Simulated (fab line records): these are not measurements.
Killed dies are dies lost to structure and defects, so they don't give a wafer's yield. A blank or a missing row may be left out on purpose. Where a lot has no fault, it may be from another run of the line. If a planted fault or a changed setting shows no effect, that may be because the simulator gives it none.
Which of the tools did it? / flow sky130 / 33 wafers from 11 lots sampled at 5 of the route's 708 steps

== WHAT THE GAUGES SHOWED, per wafer ==
SKY_LOCAL_INTERCONNECT_CD_MEAS_11: the cd target is 170 nm.
lot=L574; measured=day 29 19:42; on=cd_sem-02; cd_nm (nm)=170.5 170.0 168.8
lot=L575; measured=day 30 03:07; on=cd_sem-02; cd_nm (nm)=172.1 171.5 172.3
lot=L577; measured=day 31 08:01; on=cd_sem-02; cd_nm (nm)=170.3 169.7 168.7
lot=L578; measured=day 31 17:41; on=cd_sem-01; cd_nm (nm)=168.6 169.2 169.1
lot=L579; measured=day 31 21:47; on=cd_sem-01; cd_nm (nm)=168.6 169.3 170.0
lot=L584; measured=day 33 16:41; on=cd_sem-01; cd_nm (nm)=171.1 171.6 170.8
lot=L589; measured=day 35 01:28; on=cd_sem-02; cd_nm (nm)=170.5 170.5 169.3
lot=L591; measured=day 35 13:37; on=cd_sem-02; cd_nm (nm)=169.4 168.9 171.4
lot=L594; measured=day 37 17:15; on=cd_sem-02; cd_nm (nm)=168.6 168.6 167.6
lot=L592; measured=day 37 18:43; on=cd_sem-01; cd_nm (nm)=172.7 173.2 171.6
lot=L596; measured=day 37 20:22; on=cd_sem-02; cd_nm (nm)=171.6 171.3 169.5

SKY_CONTACT_THK_MEAS_01.
lot=L574; measured=day 29 20:36; on=film_metro-04; CONTACT_CVD_00_THK (nm)=73.3 74.3 75.6
lot=L575; measured=day 30 04:02; on=film_metro-01; CONTACT_CVD_00_THK (nm)=74.5 74.9 74.9
lot=L577; measured=day 31 09:04; on=film_metro-02; CONTACT_CVD_00_THK (nm)=72.9 74.2 74.5
lot=L578; measured=day 31 18:40; on=film_metro-01; CONTACT_CVD_00_THK (nm)=74.7 75.8 74.8
lot=L579; measured=day 31 22:43; on=film_metro-02; CONTACT_CVD_00_THK (nm)=74.4 75.6 75.4
lot=L584; measured=day 33 17:36; on=film_metro-02; CONTACT_CVD_00_THK (nm)=74.0 73.7 73.1
lot=L589; measured=day 35 02:31; on=film_metro-02; CONTACT_CVD_00_THK (nm)=24.7 75.5 24.6
lot=L591; measured=day 35 14:31; on=film_metro-04; CONTACT_CVD_00_THK (nm)=75.6 25.3 75.5
lot=L594; measured=day 37 18:11; on=film_metro-04; CONTACT_CVD_00_THK (nm)=74.3 74.4 75.4
lot=L592; measured=day 37 19:38; on=film_metro-02; CONTACT_CVD_00_THK (nm)=72.7 74.8 75.7
lot=L596; measured=day 37 21:16; on=film_metro-02; CONTACT_CVD_00_THK (nm)=74.8 75.3 76.8

SKY_CONTACT_CD_MEAS_14: the cd target is 170 nm.
lot=L574; measured=day 30 23:05; on=cd_sem-01; cd_nm (nm)=168.8 169.3 169.4
lot=L575; measured=day 31 05:01; on=cd_sem-01; cd_nm (nm)=168.9 167.5 171.0
lot=L577; measured=day 32 12:58; on=cd_sem-02; cd_nm (nm)=167.6 168.6 169.1
lot=L578; measured=day 32 21:59; on=cd_sem-02; cd_nm (nm)=170.0 170.2 168.9
lot=L579; measured=day 33 01:42; on=cd_sem-02; cd_nm (nm)=170.9 170.2 169.6
lot=L584; measured=day 34 19:00; on=cd_sem-01; cd_nm (nm)=170.3 171.3 171.6
lot=L589; measured=day 36 04:37; on=cd_sem-02; cd_nm (nm)=171.4 171.9 171.9
lot=L591; measured=day 36 16:38; on=cd_sem-02; cd_nm (nm)=167.9 167.6 167.9
lot=L594; measured=day 38 19:26; on=cd_sem-01; cd_nm (nm)=170.5 170.0 170.3
lot=L592; measured=day 38 20:55; on=cd_sem-01; cd_nm (nm)=170.1 170.1 169.7
lot=L596; measured=day 38 23:10; on=cd_sem-01; cd_nm (nm)=169.0 167.4 167.7

== TOOL THAT RAN EACH LOT (tool first, then ch and the chambers of the sampled wafers, then the start) ==
lot=L574; SKY_LOCAL_INTERCONNECT_STRIP_15=plasma_asher-02 ch 0,1, day 29 19:58; SKY_CONTACT_CVD_00=pecvd-04 ch 0,1, day 29 20:34
lot=L575; SKY_LOCAL_INTERCONNECT_STRIP_15=plasma_asher-02 ch 0,1, day 30 03:24; SKY_CONTACT_CVD_00=pecvd-04 ch 0,1,2, day 30 04:00
lot=L577; SKY_LOCAL_INTERCONNECT_STRIP_15=plasma_asher-01 ch 0,1, day 31 08:16; SKY_CONTACT_CVD_00=pecvd-02 ch 0,1,2, day 31 09:01
lot=L578; SKY_LOCAL_INTERCONNECT_STRIP_15=plasma_asher-03 ch 0,1, day 31 17:57; SKY_CONTACT_CVD_00=pecvd-02 ch 0,2, day 31 18:37
lot=L579; SKY_LOCAL_INTERCONNECT_STRIP_15=plasma_asher-01 ch 0,1, day 31 22:04; SKY_CONTACT_CVD_00=pecvd-04 ch 0,2, day 31 22:41
lot=L584; SKY_LOCAL_INTERCONNECT_STRIP_15=plasma_asher-02 ch 0,1, day 33 16:58; SKY_CONTACT_CVD_00=pecvd-02 ch 0,1,2, day 33 17:34
lot=L589; SKY_LOCAL_INTERCONNECT_STRIP_15=plasma_asher-02 ch 0,1, day 35 01:49; SKY_CONTACT_CVD_00=pecvd-04 ch 0,2, day 35 02:28
lot=L591; SKY_LOCAL_INTERCONNECT_STRIP_15=plasma_asher-02 ch 0,1, day 35 13:53; SKY_CONTACT_CVD_00=pecvd-04 ch 0,2, day 35 14:28
lot=L594; SKY_LOCAL_INTERCONNECT_STRIP_15=plasma_asher-03 ch 0,1, day 37 17:31; SKY_CONTACT_CVD_00=pecvd-03 ch 0,1,2, day 37 18:09
lot=L592; SKY_LOCAL_INTERCONNECT_STRIP_15=plasma_asher-01 ch 0,1, day 37 18:58; SKY_CONTACT_CVD_00=pecvd-02 ch 1,2, day 37 19:36
lot=L596; SKY_LOCAL_INTERCONNECT_STRIP_15=plasma_asher-01 ch 1, day 37 20:37; SKY_CONTACT_CVD_00=pecvd-03 ch 1,2, day 37 21:13
- SKY_LOCAL_INTERCONNECT_STRIP_15: strips in O2/N2.
- SKY_CONTACT_CVD_00: deposits Si3N4, target thk 75 nm.

== AS READ BY THE TOOLS THEMSELVES (means over the sampled wafers that have a number; for cases with no such wafer, the mark the record gives instead) ==
SKY_LOCAL_INTERCONNECT_STRIP_15.
lot=L574; tool=plasma_asher-02; drypump_motor_current_A (A)=6.0; oes_product_au (a.u.)=0.430; strip_time_to_endpoint_s (s)=4.715
lot=L575; tool=plasma_asher-02; drypump_motor_current_A (A)=5.8; oes_product_au (a.u.)=0.427; strip_time_to_endpoint_s (s)=4.723
lot=L577; tool=plasma_asher-01; drypump_motor_current_A (A)=5.8; oes_product_au (a.u.)=0.423; strip_time_to_endpoint_s (s)=4.697
lot=L578; tool=plasma_asher-03; drypump_motor_current_A (A)=5.7; oes_product_au (a.u.)=0.421; strip_time_to_endpoint_s (s)=4.721
lot=L579; tool=plasma_asher-01; drypump_motor_current_A (A)=5.8; oes_product_au (a.u.)=0.427; strip_time_to_endpoint_s (s)=4.715
lot=L584; tool=plasma_asher-02; drypump_motor_current_A (A)=6.0; oes_product_au (a.u.)=0.428; strip_time_to_endpoint_s (s)=4.706
lot=L589; tool=plasma_asher-02; drypump_motor_current_A (A)=5.9; oes_product_au (a.u.)=0.430; strip_time_to_endpoint_s (s)=4.724
lot=L591; tool=plasma_asher-02; drypump_motor_current_A (A)=5.8; oes_product_au (a.u.)=0.426; strip_time_to_endpoint_s (s)=4.722
lot=L594; tool=plasma_asher-03; drypump_motor_current_A (A)=5.7; oes_product_au (a.u.)=0.429; strip_time_to_endpoint_s (s)=4.706
lot=L592; tool=plasma_asher-01; drypump_motor_current_A (A)=5.8; oes_product_au (a.u.)=0.424; strip_time_to_endpoint_s (s)=4.725
lot=L596; tool=plasma_asher-01; drypump_motor_current_A (A)=5.7; oes_product_au (a.u.)=0.425; strip_time_to_endpoint_s (s)=4.718

SKY_CONTACT_CVD_00.
lot=L574; tool=pecvd-04; heater_power_w (W)=683
lot=L575; tool=pecvd-04; heater_power_w (W)=749
lot=L577; tool=pecvd-02; heater_power_w (W)=662
lot=L578; tool=pecvd-02; heater_power_w (W)=740
lot=L579; tool=pecvd-04; heater_power_w (W)=782
lot=L584; tool=pecvd-02; heater_power_w (W)=675
lot=L589; tool=pecvd-04; heater_power_w (W)=828
lot=L591; tool=pecvd-04; heater_power_w (W)=764
lot=L594; tool=pecvd-03; heater_power_w (W)=784
lot=L592; tool=pecvd-02; heater_power_w (W)=697
lot=L596; tool=pecvd-03; heater_power_w (W)=798

== THE ANSWER, worked out from the rows above alone ==
Rule: the lots themselves supply what counts as usual. Put in order of their means at a reading, lots are off if they are a third of the lots or fewer, leave a main group of 4 or more, and stand apart from it by a gap of 3 or more times the standard deviation of the main group's means; of several such gaps the widest counts. The tables above print the reading to a certain number of digits; a main group whose means all agree to those digits is not used. Also off: a lot with no number at a reading for which 4 or more lots have one. Any other lot the step has rows for is counted as sound. The gauges are gone through in route order, then the tools' own readings, and for those a lot's mean is taken as printed above. At the first step where some lot is off, the reading lying furthest off is the one used; lots without a number count as furthest.
Off: L589, L591, at SKY_CONTACT_THK_MEAS_01 (CONTACT_CVD_00_THK). For the main group the mean is 74.6 nm and the standard deviation 0.6.
If a tool, at a process step before that reading, ran all the lots that are off and no sound lot after the first of them, it fits. Gauges at SKY_CONTACT_THK_MEAS_01: tried the same way as those tools. This does not decide it: 2 tools fit, namely plasma_asher-02 at SKY_LOCAL_INTERCONNECT_STRIP_15 and pecvd-04 at SKY_CONTACT_CVD_00.

== WHAT WAS PUT IN BY THE SIMULATOR ==
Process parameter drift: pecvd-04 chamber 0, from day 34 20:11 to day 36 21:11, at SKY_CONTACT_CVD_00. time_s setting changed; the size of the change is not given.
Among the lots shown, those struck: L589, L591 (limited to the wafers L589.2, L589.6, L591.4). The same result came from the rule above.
